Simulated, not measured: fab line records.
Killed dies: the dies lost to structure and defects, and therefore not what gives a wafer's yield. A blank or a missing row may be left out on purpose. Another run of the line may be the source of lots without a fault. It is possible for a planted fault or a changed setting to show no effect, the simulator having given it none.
A struck lot beside a sound one + flow sky130 + 15 steps out of a route of 708
Sound: these wafers, L162.1, L162.2, L162.3. Wafers struck: L169.3, L169.4, L169.6. The cause is named last.
For every step that has rows: the tool of each side, followed by ch and its chambers, followed by its first start. Under that, the readings that differ: sound wafers + struck wafers + difference of the means + sigmas: that difference in standard deviations of wafers without a fault.
alike: a reading whose means differ by less than 2 such deviations, as well as words and numbers matching on both sides. not compared: withheld readings; readings where some wafer has no value; bounds like >300 that might hide an equal value; numbers whose values overlap and for which the record gives no deviation.
Wherever a step has rows on one side only, a row that says differs or no value, or a row with sigmas, the two part there. Non-overlapping numbers with no deviation appear without sigmas and do not part them. Lack of a reading on every wafer of one side parts them only where that side has two or more wafers.

first, 1 step without rows for these wafers: SKY_PWDE_IMPLANT_08.
SKY_PWDE_STRIP_09: strips in O2/N2.
  sound on plasma asher-03 ch 0,1, day 4 02:58; struck on plasma asher-02 ch 0,1, day 6 01:34
  alike: drypump motor current A, o2 flow sccm, oes product au, strip time to endpoint s
  not compared: rf hours counter h
SKY_PWDE_TW_MEAS_10:
  sound on film metro-02 at day 4 03:04; struck on film metro-01 at day 6 01:39
| reading | sound       | struck      | difference | sigmas |
|---------|-------------|-------------|------------|--------|
| PWDE_TW | 376 379 378 | 368 366 367 | -11        | -3     |
then, 7 steps without rows for these wafers: SKY_NWELL_DEHYDRATE_03 (time 60 s); SKY_NWELL_HMDS_04 (prime time 60 s); SKY_NWELL_COAT_05 (resist thk 3000 nm); SKY_NWELL_SOFTBAKE_06; SKY_NWELL_EXPOSE_07 (exposes mask NWM, target cd 840 nm); SKY_NWELL_PEB_08; SKY_NWELL_DEVELOP_09 (develop time 60 s).
SKY_NWELL_OVL_MEAS_10:
  sound on overlay-01 at day 4 19:43; struck on overlay-01 at day 6 20:49
  alike: NWELL_00_OVL
then, 1 step without rows for these wafers: SKY_NWELL_IMPLANT_11.
SKY_NWELL_IMPLANT_12:
  sound on implanter-01 ch 0, day 4 19:54; struck on implanter-04 ch 0, day 6 21:03
| reading            | sound                            | struck                         | difference  | sigmas |
|--------------------|----------------------------------|--------------------------------|-------------|--------|
| dose ions cm2      | 1.2995e+12 1.3003e+12 1.2995e+12 | 1.4096e+12 1.408e+12 1.409e+12 | +1.0910e+11 | +84    |
| faraday current uA | 7.44 7.50 7.35                   | 8.14 7.72 7.76                 | +0.44       | +3     |
then, 1 step without rows for these wafers: SKY_NWELL_IMPLANT_13.
-- the record jumps here: 41 days lie between the struck wafers' starts before and after (it left off in module NWELL and takes up again in module PAD_OPEN, whose first step shown is number 708 of the route) --
SKY_PAD_OPEN_PROBE_99:
  sound on prober-02 at day 45 10:23; struck on prober-01 at day 47 17:17
| reading                                 | sound                   | struck                  | difference | sigmas |
|-----------------------------------------|-------------------------|-------------------------|------------|--------|
| model.etest.pfet_16v.vt v (V)           | -1.123 -1.123 -1.122    | -1.133 -1.131 -1.126    | -0.007     |        |
| model.etest.pfet_01v8_lvt.vt sat v (V)  | -0.4786 -0.4842 -0.4816 | -0.4711 -0.4698 -0.4694 | +0.0114    |        |
| model.etest.pfet_01v8_lvt.vt v (V)      | -0.5629 -0.5659 -0.5662 | -0.5612 -0.5575 -0.5546 | +0.0072    |        |
| model.etest.pfet_01v8_lvt.vt long v (V) | -0.6783 -0.678 -0.6817  | -0.6744 -0.674 -0.668   | +0.0072    |        |
  alike: killed_at_M0_to_M3, killed_at_M4_up, killed at contacts, killed at front end, killed at other, killed dies, killed open, killed short
  not compared: model.etest.pfet g5v0d10v5.off log10 a um, model.etest.pfet g5v0d10v5.vt long v

## WHERE THEY PART
Last at SKY_NWELL_IMPLANT_12 as far as this record goes, first at SKY_PWDE_TW_MEAS_10. Later steps at which nothing parts them and some readings are alike: SKY_PAD_OPEN_PROBE_99.

WHY: what had been put in by the simulator
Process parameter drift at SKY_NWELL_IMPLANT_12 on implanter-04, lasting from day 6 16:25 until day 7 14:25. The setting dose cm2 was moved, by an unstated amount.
